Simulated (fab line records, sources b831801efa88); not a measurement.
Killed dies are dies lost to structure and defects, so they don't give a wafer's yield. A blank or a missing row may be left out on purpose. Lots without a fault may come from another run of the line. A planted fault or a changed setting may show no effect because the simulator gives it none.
Which tool did it? | flow gf180mcu | 14 lots, 42 wafers sampled, at 4 steps of a route of 602

WHAT THE GAUGES READ, wafer by wafer
GF_DUAL_GATE_OVL_MEAS_11.
lot  | measured     | on         | DUAL_GATE_OVL (nm)
L724 | day 8 04:03  | overlay-01 | -0.1 0.2 1.2
L726 | day 8 21:57  | overlay-02 | -1.9 0.4 0.3
L728 | day 9 04:55  | overlay-02 | -2.2 0.7 0.1
L730 | day 9 22:10  | overlay-02 | 0.2 -2.2 2.1
L731 | day 10 09:33 | overlay-02 | -0.4 -0.9 -1.1
L732 | day 10 20:43 | overlay-02 | -1.3 -2.3 0.1
L733 | day 11 11:15 | overlay-02 | -0.1 -1.6 1.0
L735 | day 11 17:01 | overlay-02 | -0.9 -0.7 0.5
L734 | day 11 19:15 | overlay-01 | -1.0 -0.8 0.3
L736 | day 12 04:20 | overlay-02 | 0.0 0.3 0.5
L737 | day 12 04:37 | overlay-01 | 0.8 -1.0 1.6
L745 | day 14 14:18 | overlay-02 | -1.6 -0.9 -0.1
L746 | day 14 15:52 | overlay-01 | 0.8 -2.2 1.9
L747 | day 14 23:49 | overlay-01 | -2.3 -1.3 -2.1

GF_SAB_CD_MEAS_09: target cd 420 nm.
lot  | measured     | on        | cd_nm (nm)
L724 | day 14 20:07 | cd_sem-01 | 418.2 416.2 418.4
L726 | day 15 18:59 | cd_sem-02 | 420.9 417.4 419.0
L728 | day 16 12:41 | cd_sem-01 | 419.5 418.3 418.6
L730 | day 17 03:53 | cd_sem-02 | 420.3 420.5 420.9
L731 | day 17 20:44 | cd_sem-02 | 423.0 422.2 421.7
L732 | day 18 03:29 | cd_sem-01 | 422.3 423.6 421.5
L733 | day 19 02:52 | cd_sem-01 | 423.8 423.8 425.1
L735 | day 19 03:34 | cd_sem-02 | 421.1 420.5 419.9
L734 | day 19 10:06 | cd_sem-02 | 415.8 413.2 415.8
L736 | day 20 00:09 | cd_sem-02 | 297.2 296.9 294.3
L737 | day 20 00:28 | cd_sem-01 | 298.2 384.4 359.9
L745 | day 22 23:25 | cd_sem-01 | 421.0 420.7 421.4
L746 | day 23 00:52 | cd_sem-01 | 417.8 420.1 416.7
L747 | day 23 11:05 | cd_sem-02 | 417.5 421.5 418.4

GF_CONTACT_THK_MEAS_03.
lot  | measured     | on            | CONTACT_CVD_02_THK (nm)
L724 | day 14 21:19 | film_metro-01 | 845 852 857
L726 | day 15 20:11 | film_metro-01 | 865 842 884
L728 | day 16 13:52 | film_metro-02 | 852 847 870
L730 | day 17 05:10 | film_metro-03 | 857 857 845
L731 | day 17 21:57 | film_metro-01 | 847 842 856
L732 | day 18 04:40 | film_metro-03 | 841 875 840
L733 | day 19 04:04 | film_metro-03 | 847 869 865
L735 | day 19 04:44 | film_metro-01 | 861 858 856
L734 | day 19 11:17 | film_metro-01 | 833 868 862
L737 | day 20 01:40 | film_metro-02 | 860 871
L745 | day 23 00:35 | film_metro-01 | 850 866 858
L746 | day 23 02:03 | film_metro-01 | 857 874 886
L747 | day 23 12:17 | film_metro-03 | 844 865 853

WHICH TOOL RAN EACH LOT (tool, then ch and the chambers of the sampled wafers, then the start)
lot  | GF_SAB_EXPOSE_06
L724 | iline_stepper-01 ch 0, day 14 09:38
L726 | iline_stepper-01 ch 0, day 15 08:13
L728 | iline_stepper-01 ch 0, day 16 02:19
L730 | iline_stepper-01 ch 0, day 16 17:13
L731 | iline_stepper-01 ch 0, day 17 09:05
L732 | iline_stepper-02 ch 0, day 17 17:03
L733 | iline_stepper-01 ch 0, day 18 15:05
L735 | iline_stepper-01 ch 0, day 18 15:36
L734 | iline_stepper-01 ch 0, day 18 22:43
L736 | iline_stepper-01 ch 0, day 19 12:03
L737 | iline_stepper-01 ch 0, day 19 12:25
L745 | iline_stepper-02 ch 0, day 22 12:44
L746 | iline_stepper-02 ch 0, day 22 13:49
L747 | iline_stepper-01 ch 0, day 23 00:25
- GF_SAB_EXPOSE_06: exposes mask SAB, target cd 420 nm.

WHAT THE TOOLS THEMSELVES READ (means of the sampled wafers that have a number; where no wafer has one, the mark that the record gives instead)
GF_SAB_EXPOSE_06.
lot  | tool             | stage_vel_mm_s (mm/s)
L724 | iline_stepper-01 | 500.06
L726 | iline_stepper-01 | 499.70
L728 | iline_stepper-01 | 500.20
L730 | iline_stepper-01 | 499.86
L731 | iline_stepper-01 | 499.81
L732 | iline_stepper-02 | 500.17
L733 | iline_stepper-01 | 500.15
L735 | iline_stepper-01 | 500.17
L734 | iline_stepper-01 | 499.87
L736 | iline_stepper-01 | 499.89
L737 | iline_stepper-01 | 500.02
L745 | iline_stepper-02 | 499.96
L746 | iline_stepper-02 | 499.93
L747 | iline_stepper-01 | 499.82

THE ANSWER, worked out from the rows above alone
Rule: what is usual is taken from the lots themselves. Put in order of their means at a reading, lots are off if they are a third of the lots or fewer, leave a main group of 4 or more, and stand apart from it by a gap of 3 or more times the standard deviation of the main group's means; of several such gaps the widest counts. A main group whose means are all the same, to the digits that the tables above print for the reading, isn't used. A lot without any number at a reading at which 4 lots or more have one is off too. The other lots that the step has rows for count as sound. The gauges are gone through in route order, then the tools' own readings, and for those a lot's mean is taken as printed above. The first step at which some lot is off is used, and at that step the reading that is off furthest; a lot without a number counts as furthest.
Off: L736, L737, at GF_SAB_CD_MEAS_09 (cd_nm). The main group: mean 419.9 nm, standard deviation 2.4.
A tool fits if, at a process step before that reading, it ran every lot that is off, and no sound lot after the first of them. The gauges at GF_SAB_CD_MEAS_09 are tried like those tools. None of those tried fits.

WHAT THE SIMULATOR HAD PUT IN
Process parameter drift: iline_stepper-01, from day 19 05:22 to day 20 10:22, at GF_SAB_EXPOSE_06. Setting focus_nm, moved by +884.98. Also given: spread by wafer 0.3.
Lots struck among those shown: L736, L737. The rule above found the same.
